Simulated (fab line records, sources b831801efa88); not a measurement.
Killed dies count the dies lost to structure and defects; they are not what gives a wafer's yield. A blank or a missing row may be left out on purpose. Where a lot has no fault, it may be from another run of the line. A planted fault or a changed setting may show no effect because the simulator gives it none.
fab line records	flow sky130
record: lots: 5	wafers: 15	last-day: 49
route steps=708 shown LI_CONTACT@383 LOCAL_INTERCONNECT@387 PAD_OPEN@708
lots untouched by any fault: they come from a run of this same line in which no faults occurred
start-h: the number of hours between the record's first day and the start of the first shown wafer of the lot	wait-h: hours from the lot's prior step to this one	" identical to the entry in the row above	L1.1+2: one row covering several wafers at once	- no value, or no start given	* or withheld: withheld	< > ~ a bound
route shown NAME@n: names a module that has steps shown in the file, with the first one's number in the route	usual: the fault-free wafers' mean and standard deviation	same: alike in all rows	chamber/n: place in a boat	sites: the reading at each site	_std_site: the values' standard deviation	_edge_site: mean of outer sites minus mean of inner sites	radius-mm: how far each site lies from the wafer's centre	mask NAME#n: copy n	behind: the tool/chamber that last shaped the wafer	hold: reason for holding the lot/hours on hold/outcome of the hold	device: the n, p or np transistor that did not switch	end of line: tests of these same wafers at the route's end	where a step has no rows: the recipe by itself	killed: dies that structure and defects cost at the first sort, which is not the same as the wafer's yield	map: the dies of a wafer, with x for killed, . for not killed, _ for no die there
set.NAME: setting as actually run; set.NAME@STEP: the setting as run at that earlier step	model.NAME: the simulator's own value behind a step, which no gauge read
certain route steps with their lots: each step a table, each wafer a row
services: from which hour (start-h, from the record's first day; less than 0 if before it) a tool's chamber was out of use, for how many hours, and why
== steps ==
step: SKY_LI_CONTACT_CVD_21
recipe: material: W	target-thk-nm: 400	time-s: 120.56	temp-c: 400	pressure-torr: 40
usual: chamber-pressure-Torr: 39.99/0.087	heater-power-w: 924/110
same: time-s: 120.56
lot.wafer	tool	chamber	start-h	wait-h	chamber-pressure-Torr	heater-power-w
L715.3	cvd-w-01	1	688.84	0.1	39.95	859
L715.5	"	0	"	"	39.88	1000
L715.6	"	1	"	"	40.00	864
L716.1	cvd-w-02	1	691.26	0.0	40.00	735
L716.2	"	0	"	"	40.00	1044
L716.3	"	1	"	"	40.01	744
L723.3	cvd-w-02	0	768.13	0.1	39.93	1025
L723.5	"	1	"	"	40.08	733
L723.6	"	0	"	"	40.00	1032
L730.1	cvd-w-01	1	812.13	0.0	40.03	871
L730.2	"	0	"	"	39.81	991
L730.4	"	1	"	"	40.01	888
L733.4	cvd-w-01	0	829.19	0.1	39.93	1000
L733.5	"	0	"	"	40.02	991
L733.6	"	1	"	"	40.05	854
step: SKY_LI_CONTACT_RS_MEAS_22
recipe: thk-meas-gauge: four-point-probe	reads: W_of_LI_CONTACT_CVD_21+TiN_of_LI_CONTACT_SPUTTER_20+Ti_of_LI_CONTACT_SPUTTER_19
usual: LI_CONTACT_W_RS: 0.286/0.0049
lot.wafer	tool	chamber	start-h	wait-h	LI_CONTACT_W_RS[ohm/sq]
L715.3	film-metro-04	-	688.96	0.1	0.280
L715.5	"	-	"	"	0.289
L715.6	"	-	"	"	0.283
L716.1	film-metro-04	-	691.38	0.1	0.284
L716.2	"	-	"	"	0.284
L716.3	"	-	"	"	0.287
L723.3	film-metro-01	-	768.25	0.1	0.287
L723.5	"	-	"	"	0.290
L723.6	"	-	"	"	0.293
L730.1	film-metro-04	-	812.26	0.1	0.278
L730.2	"	-	"	"	0.283
L730.4	"	-	"	"	0.279
L733.4	film-metro-01	-	829.33	0.1	0.283
L733.5	"	-	"	"	0.282
L733.6	"	-	"	"	0.277
step: SKY_LI_CONTACT_THK_MEAS_23
recipe: thk-meas-gauge: xrf	reads: W_of_LI_CONTACT_CVD_21
usual: LI_CONTACT_W_THK: 387/6.6
lot.wafer	tool	chamber	start-h	wait-h	LI_CONTACT_W_THK[nm]
L715.3	film-metro-04	-	689.06	0.1	400
L715.5	"	-	"	"	389
L715.6	"	-	"	"	395
L716.1	film-metro-04	-	691.50	0.1	392
L716.2	"	-	"	"	392
L716.3	"	-	"	"	388
L723.3	film-metro-01	-	768.35	0.1	388
L723.5	"	-	"	"	385
L723.6	"	-	"	"	380
L730.1	film-metro-04	-	812.38	0.1	401
L730.2	"	-	"	"	393
L730.4	"	-	"	"	399
L733.4	film-metro-01	-	829.42	0.1	387
L733.5	"	-	"	"	392
L733.6	"	-	"	"	393
step: SKY_LI_CONTACT_CMP_24
recipe: stop-on: PSG	t-overpolish-s: 20	down-force-psi: 3.5	platen-rpm: 60	target-thk-nm: 0	pad-velocity-m-s: 0.94248
usual: motor-current-A: 11.6/1.1	overpolish-run-s: 20.001/0.0095	time-to-endpoint-s: 93/4.4
lot.wafer	tool	chamber	start-h	wait-h	motor-current-A	overpolish-run-s	time-to-endpoint-s
L715.3	cmp-01	2	689.20	0.1	13.2	20.013	92
L715.5	"	0	"	"	10.8	20.012	94
L715.6	"	1	"	"	10.4	20.015	96
L716.1	cmp-01	2	691.56	0.1	13.3	20.017	92
L716.2	"	3	"	"	12.7	20.008	92
L716.3	"	0	"	"	10.4	20.022	94
L723.3	cmp-01	3	768.49	0.1	12.5	20.012	90
L723.6	"	1	"	"	10.4	19.994	97
L723.5	"	2	"	"	13.3	19.992	86
L730.1	cmp-01	3	812.63	0.2	12.6	20.019	94
L730.2	"	0	"	"	10.6	20.000	99
L730.4	"	2	"	"	14.1	19.995	96
L733.4	cmp-02	0	829.60	0.2	11.7	19.996	98
L733.6	"	1	"	"	10.7	20.000	94
L733.5	"	2	"	"	11.9	20.005	97
step: SKY_LOCAL_INTERCONNECT_SPUTTER_00
recipe: material: TiN	target-thk-nm: 100	temp-c: 300	power-w: 6500	time-s: 83.3	chamber-pressure-pa: 0.4
usual: throttle-valve-pct: 30.0/1.3
same: time-s: 83.3
lot.wafer	tool	chamber	start-h	wait-h	throttle-valve-pct
L715.3	pvd-sputter-02	-	689.40	0.1	31.2
L715.5	"	-	"	"	30.5
L715.6	"	-	"	"	29.2
L716.1	pvd-sputter-03	-	691.86	0.2	26.5
L716.2	"	-	"	"	30.6
L716.3	"	-	"	"	31.2
L723.3	pvd-sputter-01	-	768.69	0.1	29.8
L723.5	"	-	"	"	30.8
L723.6	"	-	"	"	29.9
L730.1	pvd-sputter-03	-	812.93	0.2	30.2
L730.2	"	-	"	"	30.0
L730.4	"	-	"	"	31.0
L733.4	pvd-sputter-02	-	829.75	0.1	30.5
L733.5	"	-	"	"	30.6
L733.6	"	-	"	"	30.0
step: SKY_LOCAL_INTERCONNECT_RS_MEAS_01
recipe: thk-meas-gauge: four-point-probe	reads: TiN_of_LOCAL_INTERCONNECT_SPUTTER_00
usual: LOCAL_INTERCONNECT_TIN_RS: 14.14/0.18
lot.wafer	tool	chamber	start-h	wait-h	LOCAL_INTERCONNECT_TIN_RS[ohm/sq]
L715.3	film-metro-04	-	689.51	0.1	13.94
L715.5	"	-	"	"	14.26
L715.6	"	-	"	"	13.88
L716.1	film-metro-02	-	691.92	0.0	14.34
L716.2	"	-	"	"	14.08
L716.3	"	-	"	"	14.00
L723.3	film-metro-02	-	768.79	0.1	14.35
L723.5	"	-	"	"	14.44
L723.6	"	-	"	"	14.38
L730.1	film-metro-04	-	812.99	0.0	14.13
L730.2	"	-	"	"	14.05
L730.4	"	-	"	"	14.05
L733.4	film-metro-04	-	829.87	0.1	14.34
L733.5	"	-	"	"	14.32
L733.6	"	-	"	"	14.00
step: SKY_LOCAL_INTERCONNECT_THK_MEAS_02
recipe: thk-meas-gauge: xrf	reads: TiN_of_LOCAL_INTERCONNECT_SPUTTER_00
usual: LOCAL_INTERCONNECT_TIN_THK: 99.8/1.3
lot.wafer	tool	chamber	start-h	wait-h	LOCAL_INTERCONNECT_TIN_THK[nm]
L715.3	film-metro-04	-	689.61	0.1	102.4
L715.5	"	-	"	"	99.8
L715.6	"	-	"	"	102.4
L716.1	film-metro-02	-	692.04	0.1	98.7
L716.2	"	-	"	"	100.3
L716.3	"	-	"	"	100.3
L723.3	film-metro-02	-	768.89	0.1	97.7
L723.5	"	-	"	"	97.8
L723.6	"	-	"	"	98.1
L730.1	film-metro-04	-	813.11	0.1	99.5
L730.2	"	-	"	"	101.0
L730.4	"	-	"	"	100.5
L733.4	film-metro-04	-	829.96	0.1	98.8
L733.5	"	-	"	"	98.7
L733.6	"	-	"	"	100.6
step: SKY_LOCAL_INTERCONNECT_DEHYDRATE_03
recipe: temp-c: 200	time-s: 60
step: SKY_LOCAL_INTERCONNECT_HMDS_04
recipe: prime-time-s: 60	prime-temp-c: 120
step: SKY_LOCAL_INTERCONNECT_COAT_05
recipe: resist: BARC	temp-c: withheld	time-s: withheld	spin-rpm: 3000	resist-thk-nm: 60
step: SKY_LOCAL_INTERCONNECT_COAT_06
recipe: resist: KrF-thick	spin-rpm: 3000	resist-thk-nm: 450
step: SKY_LOCAL_INTERCONNECT_SOFTBAKE_07
recipe: temp-c: 100	time-s: 90	resist: KrF-thick
step: SKY_LOCAL_INTERCONNECT_EXPOSE_08
recipe: mask-id: LI1M	na: 0.8	source-shape: annular	sigma-inner: 0.55	sigma-outer: 0.85	target-cd-nm: 170	dose-mj: 28
usual: exposure-dose-mJ-cm2: 27.97/0.032
lot.wafer	tool	chamber	start-h	wait-h	mask	exposure-dose-mJ-cm2
L715.3	krf-scanner-01	0	703.84	-	LI1M#0	27.91
L715.5	"	0	"	"	LI1M#0	27.94
L715.6	"	0	"	"	LI1M#0	27.90
L716.1	krf-scanner-01	0	706.32	-	LI1M#0	27.91
L716.2	"	0	"	"	LI1M#0	27.94
L716.3	"	0	"	"	LI1M#0	27.93
L723.3	krf-scanner-01	0	782.18	-	LI1M#0	26.19
L723.5	"	0	"	"	LI1M#0	26.22
L723.6	"	0	"	"	LI1M#0	26.24
L730.1	krf-scanner-02	0	827.18	-	LI1M#0	28.02
L730.2	"	0	"	"	LI1M#0	28.05
L730.4	"	0	"	"	LI1M#0	28.01
L733.4	krf-scanner-02	0	844.08	-	LI1M#0	27.95
L733.5	"	0	"	"	LI1M#0	27.97
L733.6	"	0	"	"	LI1M#0	27.94
step: SKY_LOCAL_INTERCONNECT_PEB_09
recipe: peb-temp-c: withheld	peb-time-s: withheld	resist: KrF-thick
step: SKY_LOCAL_INTERCONNECT_DEVELOP_10
recipe: develop-time-s: 60	resist: KrF-thick	dev-temp-c: 21
step: SKY_LOCAL_INTERCONNECT_CD_MEAS_11
recipe: target-cd-nm: 170
usual: cd-nm: 170.5/1.3
lot.wafer	tool	chamber	start-h	wait-h	cd-nm
L715.3	cd-sem-01	-	716.97	-	170.2
L715.5	"	-	"	"	169.5
L715.6	"	-	"	"	169.3
L716.1	cd-sem-01	-	719.37	-	172.2
L716.2	"	-	"	"	171.2
L716.3	"	-	"	"	172.4
L723.3	cd-sem-01	-	795.36	-	123.9
L723.5	"	-	"	"	103.2
L723.6	"	-	"	"	120.6
L730.1	cd-sem-02	-	841.17	-	170.3
L730.2	"	-	"	"	172.5
L730.4	"	-	"	"	172.8
L733.4	cd-sem-02	-	857.88	-	171.4
L733.5	"	-	"	"	171.1
L733.6	"	-	"	"	171.3
step: SKY_LOCAL_INTERCONNECT_OVL_MEAS_12
usual: LOCAL_INTERCONNECT_OVL: -1/6.1
lot.wafer	tool	chamber	start-h	wait-h	LOCAL_INTERCONNECT_OVL[nm]
L715.3	overlay-02	-	717.06	0.1	0
L715.5	"	-	"	"	2
L715.6	"	-	"	"	-4
L716.1	overlay-02	-	719.49	0.1	-7
L716.2	"	-	"	"	2
L716.3	"	-	"	"	-5
L723.3	overlay-01	-	795.46	0.1	-6
L723.5	"	-	"	"	-5
L723.6	"	-	"	"	4
L730.1	overlay-02	-	841.29	0.1	15
L730.2	"	-	"	"	7
L730.4	"	-	"	"	0
L733.4	overlay-01	-	857.96	0.1	3
L733.5	"	-	"	"	3
L733.6	"	-	"	"	1
step: SKY_LOCAL_INTERCONNECT_ETCH_13
recipe: chemistry: N2/H2	target: BARC	ion-energy-ev: 200	bias-w: 100	pressure-mtorr: 30	n2-flow-sccm: 100	h2-flow-sccm: 200	icp-w: 500	stop-on: SiO2	time-s: 45.9	target-depth-a: 600
usual: drypump-motor-current-A: 5.9/0.5	oes-product-au: 0.854/0.0052	throttle-valve-pct: 13.226/0.0085
same: time-s: 45.9
lot.wafer	tool	chamber	start-h	wait-h	drypump-motor-current-A	oes-product-au	rf-hours-counter-h	throttle-valve-pct	model.LOCAL_INTERCONNECT.cd-nm
L715.3	rie-metal-04	1	717.11	0.0	6.0	0.852	-	13.207	170.7
L715.5	"	1	"	"	6.0	0.854	-	13.233	170.3
L715.6	"	0	"	"	6.2	0.859	-	13.219	170.6
L716.1	rie-metal-04	0	719.53	0.0	6.2	0.861	14	13.209	172.6
L716.2	"	1	"	"	6.0	0.860	3	13.232	171.5
L716.3	"	0	"	"	6.2	0.845	-	13.235	173
L723.3	rie-metal-01	0	795.50	0.0	6.3	0.855	-	13.222	124.3
L723.5	"	1	"	"	5.0	0.863	-	13.225	102.4
L723.6	"	0	"	"	6.3	0.855	-	13.230	121.1
L730.1	rie-metal-04	1	841.33	0.0	5.9	0.848	7	13.239	170.4
L730.2	"	0	"	"	6.2	0.851	2	13.220	172
L730.4	"	1	"	"	5.9	0.851	-	13.224	173
L733.4	rie-metal-02	0	858.00	0.0	6.3	0.860	-	13.239	168.9
L733.5	"	0	"	"	6.3	0.860	-	13.210	169
L733.6	"	1	"	"	5.4	0.852	-	13.224	171.7
step: SKY_LOCAL_INTERCONNECT_METAL_ETCH_14
recipe: target-depth-nm: 110	stop-on: PSG	chemistry: Cl2/BCl3	target: TiN	resist-sidewall-deg: 88	pressure-mtorr: 10	icp-w: 900	bias-w: 48.5	Cl2_flow_sccm: 60	bcl3-flow-sccm: 30	time-s: 31.4
usual: drypump-motor-current-A: 5.8/0.5	oes-product-au: 0.941/0.0077	throttle-valve-pct: 21.901/0.0098
same: time-s: 31.4
lot.wafer	tool	chamber	start-h	wait-h	drypump-motor-current-A	oes-product-au	rf-hours-counter-h	throttle-valve-pct	model.LOCAL_INTERCONNECT.cd-nm
L715.3	rie-metal-04	1	717.17	0.0	5.9	0.954	-	21.896	170.9
L715.5	"	1	"	"	6.0	0.933	-	21.899	170.6
L715.6	"	0	"	"	6.2	0.959	-	21.900	171.1
L716.1	rie-metal-04	0	719.59	0.0	6.2	0.934	14	21.897	172.4
L716.2	"	1	"	"	6.0	0.938	3	21.892	171.8
L716.3	"	0	"	"	6.2	0.954	-	21.887	173.2
L723.3	rie-metal-01	0	795.56	0.0	6.3	0.933	-	21.933	124.7
L723.5	"	1	"	"	5.0	0.930	-	21.907	101.7
L723.6	"	0	"	"	6.3	0.937	-	21.911	121.3
L730.1	rie-metal-04	1	841.39	0.0	6.0	0.933	7	21.896	171.4
L730.2	"	0	"	"	6.2	0.951	2	21.892	172
L730.4	"	1	"	"	6.0	0.946	-	21.900	173.9
L733.4	rie-metal-02	0	858.06	0.0	6.3	0.936	-	21.894	167.7
L733.5	"	0	"	"	6.3	0.933	-	21.903	168.4
L733.6	"	1	"	"	5.4	0.949	-	21.894	173.3
step: SKY_LOCAL_INTERCONNECT_STRIP_15
recipe: chemistry: O2/N2	power-w: 1400	pressure-mtorr: 1500	platen-temp-c: withheld	o2-flow-sccm: 3000	n2-flow-sccm: 300	overash-fraction: 0.5
usual: drypump-motor-current-A: 5.6/0.53	oes-product-au: 0.427/0.005	strip-time-to-endpoint-s: 4.731/0.026
lot.wafer	tool	chamber	start-h	wait-h	drypump-motor-current-A	oes-product-au	rf-hours-counter-h	strip-time-to-endpoint-s
L715.3	plasma-asher-03	0	717.23	0.1	5.8	0.428	-	4.724
L715.5	"	0	"	"	5.9	0.428	-	4.730
L715.6	"	1	"	"	5.3	0.425	-	4.702
L716.1	plasma-asher-04	0	719.64	0.0	6.8	0.427	93	4.683
L716.2	"	1	"	"	5.3	0.425	93	4.722
L716.3	"	1	"	"	5.3	0.425	-	4.689
L723.3	plasma-asher-01	0	795.63	0.1	5.2	0.428	-	4.751
L723.5	"	1	"	"	5.5	0.428	-	4.715
L723.6	"	0	"	"	5.2	0.428	-	4.733
L730.1	plasma-asher-01	1	841.44	0.0	5.5	0.427	38	4.711
L730.2	"	0	"	"	5.2	0.430	38	4.694
L730.4	"	1	"	"	5.5	0.430	-	4.717
L733.4	plasma-asher-01	0	858.12	0.1	5.2	0.441	-	4.779
L733.5	"	0	"	"	5.2	0.431	-	4.758
L733.6	"	1	"	"	5.4	0.430	-	4.739
step: SKY_PAD_OPEN_PROBE_99
usual: killed_at_M0_to_M3: 43/6.6	killed_at_M4_up: 3.2/1.9	killed-at-contacts: 25/5.3	killed-at-front-end: 16/4.5	killed-at-other: 0.3/0.63	killed-dies: 87/8.9	killed-on-rim: 17/3.7	killed-open: 48/7.9	killed-short: 39/5.3
same: gross-dies: 492	killed-at-back-side: 0
lot.wafer	tool	chamber	start-h	wait-h	killed_at_M0_to_M3	killed_at_M4_up	killed-at-contacts	killed-at-front-end	killed-at-other	killed-dies	killed-on-rim	killed-open	killed-short
L716.1	prober-02	-	1089.24	0.1	36	3	27	14	1	81	17	36	43
L716.2	prober-02	-	1089.29	0.1	46	2	30	8	1	87	18	44	41
L716.3	prober-02	-	1089.34	0.2	45	5	28	12	0	90	19	45	43
L723.3	prober-01	-	1143.10	0.2	45	3	430	14	0	492	96	47	41
L723.5	prober-01	-	1143.20	0.2	38	4	438	12	0	492	96	46	38
L723.6	prober-01	-	1143.25	0.2	40	5	430	17	0	492	96	35	44
L730.1	prober-02	-	1175.08	0.1	51	3	15	14	0	83	15	41	42
L730.2	prober-02	-	1175.13	0.1	40	1	29	13	0	83	14	44	39
L730.4	prober-02	-	1175.23	0.2	52	4	34	20	0	110	24	67	43
L733.4	prober-01	-	1183.85	0.2	29	8	26	6	0	69	8	36	33
L733.5	prober-01	-	1183.90	0.2	51	8	36	7	0	102	23	62	40
L733.6	prober-01	-	1183.95	0.2	38	3	25	18	0	84	16	49	35
killed by level:class
L716.1 CONTACT:geometric-particle:open=8 LI_CONTACT:geometric-particle:open=7 VIA1:geometric-particle:open=6 LOCAL_INTERCONNECT:geometric-particle:short=5 CONTACT:geometric-particle:short=5 VIA1:geometric-particle:short=5 METAL3:geometric-particle:short=5 METAL1:geometric-particle:short=4
L716.2 CONTACT:geometric-particle:open=13 LI_CONTACT:geometric-particle:open=7 METAL2:geometric-particle:short=7 VIA1:geometric-particle:open=7 VIA1:geometric-particle:short=6 VIA3:geometric-particle:open=5 VIA2:geometric-particle:short=5 LI_CONTACT:geometric-particle:short=4
L716.3 CONTACT:geometric-particle:open=16 VIA1:geometric-particle:open=7 VIA3:geometric-particle:open=7 VIA1:geometric-particle:short=6 METAL1:geometric-particle:short=6 METAL2:geometric-particle:short=6 CONTACT:geometric-particle:short=5 FIELD_ISO:geometric-particle:open=4
L723.3 LOCAL_INTERCONNECT:area-expose=404 CONTACT:geometric-particle:open=9 LI_CONTACT:geometric-particle:open=8 VIA1:geometric-particle:open=6 METAL3:geometric-particle:short=6 VIA2:geometric-particle:open=6 METAL2:geometric-particle:short=5 LOCAL_INTERCONNECT:geometric-particle:short=4
L723.5 LOCAL_INTERCONNECT:area-expose=408 CONTACT:geometric-particle:open=11 METAL2:geometric-particle:short=9 VIA2:geometric-particle:open=9 LI_CONTACT:geometric-particle:open=7 VIA1:geometric-particle:open=6 VIA3:geometric-particle:open=5 FIELD_ISO:geometric-particle:short=4
L723.6 LOCAL_INTERCONNECT:area-expose=413 METAL2:geometric-particle:short=8 CONTACT:geometric-particle:open=6 VIA2:geometric-particle:open=6 VIA1:geometric-particle:short=5 FIELD_ISO:geometric-particle:open=5 POLY_GATE:geometric-particle:short=5 LOCAL_INTERCONNECT:geometric-particle:short=5
L730.1 VIA3:geometric-particle:open=9 METAL1:geometric-particle:short=8 CONTACT:geometric-particle:open=7 METAL2:geometric-particle:short=7 FIELD_ISO:geometric-particle:short=6 VIA1:geometric-particle:open=6 VIA1:geometric-particle:short=5 VIA2:geometric-particle:open=4
L730.2 CONTACT:geometric-particle:open=13 METAL1:geometric-particle:short=7 VIA1:geometric-particle:open=7 VIA2:geometric-particle:open=6 FIELD_ISO:geometric-particle:open=5 CONTACT:geometric-particle:short=5 METAL2:geometric-particle:short=5 LI_CONTACT:geometric-particle:open=4
L730.4 CONTACT:geometric-particle:open=11 VIA1:geometric-particle:open=11 VIA2:geometric-particle:open=10 VIA3:geometric-particle:open=10 LI_CONTACT:geometric-particle:open=9 CONTACT:geometric-particle:short=7 FIELD_ISO:geometric-particle:short=6 VIA1:geometric-particle:short=5
L733.4 VIA1:geometric-particle:open=9 CONTACT:geometric-particle:open=7 LI_CONTACT:geometric-particle:open=6 LOCAL_INTERCONNECT:geometric-particle:short=5 METAL2:geometric-particle:short=5 METAL4:geometric-particle:short=5 CONTACT:geometric-particle:short=4 METAL1:geometric-particle:short=3
L733.5 LI_CONTACT:geometric-particle:open=19 VIA1:geometric-particle:open=11 VIA2:geometric-particle:open=10 METAL2:geometric-particle:short=8 CONTACT:geometric-particle:open=7 METAL1:geometric-particle:short=6 METAL4:geometric-particle:short=5 CONTACT:geometric-particle:short=4
L733.6 CONTACT:geometric-particle:open=14 VIA1:geometric-particle:open=10 METAL1:geometric-particle:short=7 VIA2:geometric-particle:open=6 FIELD_ISO:geometric-particle:short=5 METAL2:geometric-particle:short=5 LI_CONTACT:geometric-particle:open=4 FIELD_ISO:geometric-particle:open=3
map L723.3 (x killed, . not)
__________xxxxxxxxxx_________
________xxxxxxxxxxxxxx_______
______xxxxxxxxxxxxxxxxxx_____
_____xxxxxxxxxxxxxxxxxxxx____
____xxxxxxxxxxxxxxxxxxxxxx___
___xxxxxxxxxxxxxxxxxxxxxxxx__
__xxxxxxxxxxxxxxxxxxxxxxxxxx_
_xxxxxxxxxxxxxxxxxxxxxxxxxxxx
_xxxxxxxxxxxxxxxxxxxxxxxxxxxx
_xxxxxxxxxxxxxxxxxxxxxxxxxxxx
_xxxxxxxxxxxxxxxxxxxxxxxxxxxx
_xxxxxxxxxxxxxxxxxxxxxxxxxxxx
_xxxxxxxxxxxxxxxxxxxxxxxxxxxx
_xxxxxxxxxxxxxxxxxxxxxxxxxxxx
_xxxxxxxxxxxxxxxxxxxxxxxxxxxx
__xxxxxxxxxxxxxxxxxxxxxxxxxx_
___xxxxxxxxxxxxxxxxxxxxxxxx__
____xxxxxxxxxxxxxxxxxxxxxx___
_____xxxxxxxxxxxxxxxxxxxx____
______xxxxxxxxxxxxxxxxxx_____
________xxxxxxxxxxxxxx_______
__________xxxxxxxxxx_________
map L716.3 (x killed, . not)
__________....x...xx_________
________.x.....x....xx_______
______......x..x....x..._____
_____..x.....x.x.........____
____.x.x........x...xx...x___
___x....................xx.__
__...............x..x......._
_...x...x....x....x....x.....
_..........x.x..x.xx....x.x.x
_x.....xx..............x....x
_.....x..........xxx....xx...
_....xx.x...x..x.......x...x.
_.x.x......x.........xx.....x
_....x.......x.............x.
_........x..x................
__x..x....x.xx....xx........_
___............x......x....__
____...x...x.x...xx.......___
_____.....xx......x...x.x____
______x..........x.....x_____
________..........x..._______
__________.........x_________
== services ==
tool	chamber	start-h	hours	kind
plasma-asher-01	-	666.47	14.6	pm
krf-scanner-02	-	676.09	0.8	pm
rie-metal-02	-	680.37	2.8	pm
rie-metal-01	-	688.33	1.4	pm
cvd-w-01	-	689.40	6.9	pm
cvd-w-02	0	699.32	6.8	repair
cmp-01	-	708.68	1.6	repair
cmp-01	-	711.25	8.9	repair
krf-scanner-01	-	712.31	1.3	pm
krf-scanner-02	-	716.97	1.3	pm
pvd-sputter-02	-	720.17	3.7	repair
rie-metal-04	-	720.94	2.8	pm
cmp-01	-	732.15	0.6	repair
krf-scanner-02	-	733.17	1.0	pm
krf-scanner-01	-	736.98	0.8	pm
plasma-asher-01	-	751.06	3.0	repair
krf-scanner-01	-	758.02	0.9	repair
rie-metal-04	-	761.78	14.6	pm
cvd-w-01	-	779.32	6.0	pm
cvd-w-01	-	785.32	14.6	pm
krf-scanner-01	-	801.42	4.0	pm
krf-scanner-01	-	813.59	1.0	pm
plasma-asher-01	-	836.20	4.3	repair
cmp-01	-	839.14	13.2	repair
== key ==
first-sign: step: SKY_LOCAL_INTERCONNECT_EXPOSE_08	reading: exposure-dose-mJ-cm2	direction: down	sigmas: 55	usual: *	struck: *
effect: step: SKY_LOCAL_INTERCONNECT_CD_MEAS_11	reading: cd-nm	direction: down	sigmas: 42	usual: 170.5	struck: 115.9	through: control-loop
effect: step: SKY_PAD_OPEN_PROBE_99	reading: killed-at-contacts	direction: up	sigmas: 77	usual: 25	struck: 433
model-effect: step: SKY_LOCAL_INTERCONNECT_ETCH_13	value: LOCAL_INTERCONNECT.cd-nm	without: 168.7	struck: 115.9
model-effect: step: SKY_LOCAL_INTERCONNECT_METAL_ETCH_14	value: LOCAL_INTERCONNECT.cd-nm	without: 168.6	struck: 115.9
more-kills-born-at: SKY_LOCAL_INTERCONNECT_EXPOSE_08@krf-scanner-01: 1225
met-at SKY_LOCAL_INTERCONNECT_EXPOSE_08
struck-wafers L723.3,L723.5,L723.6
later-rows-left-out L723.3,L723.5,L723.6
tester-left-out L723
loop-trim: step: SKY_LOCAL_INTERCONNECT_EXPOSE_08	setting: dose	lots: L723
onset-between 706.32 782.18
fault: kind: process-parameter-drift	tool: krf-scanner-01	chamber: -	onset-h: 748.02	steps: SKY_LOCAL_INTERCONNECT_EXPOSE_08	channel: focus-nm	offset: 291	spread-by-wafer: 0.3	shape: step	end-h: 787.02
tester-left-out: of these lots the tester's yield and bins aren't shown, on N5 and GAA mostly nor the transistor test; their killed dies are dies lost to structure and defects alone, not to doping, threshold or leakage, so they don't give the yield
later-rows-left-out: the simulator's readings of these wafers behind a module that went badly wrong aren't trusted and aren't shown, but for the sort
loop-trim: a control loop set the setting to another value than it would have without faults
